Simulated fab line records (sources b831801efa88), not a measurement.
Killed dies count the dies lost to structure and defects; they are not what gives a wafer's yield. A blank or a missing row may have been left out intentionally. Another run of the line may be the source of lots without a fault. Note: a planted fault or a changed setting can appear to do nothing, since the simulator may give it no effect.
Problem report, 8D (eight disciplines) form, completed by code || flow gf180mcu || the parts of the form that need people (team, actions taken, sign-off) are left out

## 1. THE ISSUE
Wafers free of any fault read 601 nm (standard deviation 5.6) for V3_CVD_00_THK at GF_V3_THK_MEAS_01, against a mean of 901 nm on 4 wafers of 3 lots. That is +54 standard deviations from the usual mean.
The first sign was on wafer L449.4 at day 25 23:55, on filmMetro-01. Wafers with a number at this step in the record: 39, from 13 lots. Rule for "out", or "out of limits": more than 4 standard deviations from the usual mean. The other wafers with a number count as sound.

## 2. WHAT IT IS, AND WHAT IT ISN'T
{"question": "which readings at this step", "is": "V3_CVD_00_THK", "is not": "-"}
{"question": "which lots", "is": "L449, L450, L451", "is not": "L436, L437, L439, L442, L448, L454, L455, L456, L458, L459"}
{"question": "which wafers of those lots", "is": "L449.4, L450.1, L451.2, L451.6", "is not": "L449.2, L449.3, L450.3, L450.5, L451.4"}
{"question": "read on which gauges", "is": "filmMetro-01, filmMetro-02, filmMetro-03", "is not": "-"}
{"question": "when", "is": "from day 25 23:55", "is not": "up to then (17 sound wafers); but 18 sound wafers of L450, L451, L454, L455, L456, L458, L459 came after"}

## 3. SUSPECTS, AND WHAT RULES EACH OUT
Counting: a tool at a process step up to the reading stays a suspect if it ran every lot that is out. Sound lots after the first of them don't rule it out here, since some wafers of a struck lot are sound.
- the gauge at GF_V3_THK_MEAS_01 has been ruled out. 3 gauges (filmMetro-01, filmMetro-02, filmMetro-03) read the wafers that are out.
- hdpcvd-01 at GF_V3_CVD_00 (deposits SiO2, target thk 600 nm, time 100 s): kept. It processed each lot that is out (first: L449, day 25 23:50); up to then, its last sound lot is L448 (day 25 15:37). Its own sih4FlowSccm readings are out on those wafers.
- At GF_V3_CVD_00, inside hdpcvd-01: chamber 0 took the wafers that are out, while their sound lot-mates went through chambers 1, 2.
After counting, what remains is hdpcvd-01 at GF_V3_CVD_00.

## 4. THE CAUSE (what the simulator had put in)
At GF_V3_CVD_00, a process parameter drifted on hdpcvd-01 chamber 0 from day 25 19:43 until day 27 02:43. Setting sih4FlowSccm, moved by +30, from 60. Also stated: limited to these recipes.
This tool alone remained once counting was done.

## 5. THE EFFECT CHAIN, in route order
Each row: a reading where the mean over the struck wafers with a number is more than 3 standard deviations away from the usual. Readings are gone through only where the record gives a usual standard deviation; hours: the median, over the lots, of the time from a lot's start at the first step in this table giving one to that lot's start at this step; sigmas: the change measured in usual standard deviations.
{"hours": 0, "step": "GF_V3_CVD_00", "reading": "sih4FlowSccm", "usual": "60.01 sccm", "on struck wafers": 90.12, "change": "+30.12", "sigmas": "+99 or more"}
{"hours": 0, "step": "GF_V3_THK_MEAS_01", "reading": "V3_CVD_00_THK", "usual": "601 nm", "on struck wafers": 901, "change": "+300", "sigmas": "+54"}
Process steps it contains:
- GF_V3_CVD_00: deposits SiO2, target thk 600 nm, time 100 s.

## 6. HOW IT WOULD HAVE BEEN CAUGHT EARLIER
4 hours passed between the start of the fault at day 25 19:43 and the first reading out of limits at a measuring or inspecting step in this record, taken at day 25 23:55.
The tool's own readings at GF_V3_CVD_00 were out on every struck wafer that the step has a row for (sih4FlowSccm): an alarm limit on them would have fired on the first of those.
Of the lots that are out (3), L450, L451 began GF_V3_CVD_00 on hdpcvd-01 after day 25 23:55. A hold on the tool at that time would have spared those 2.
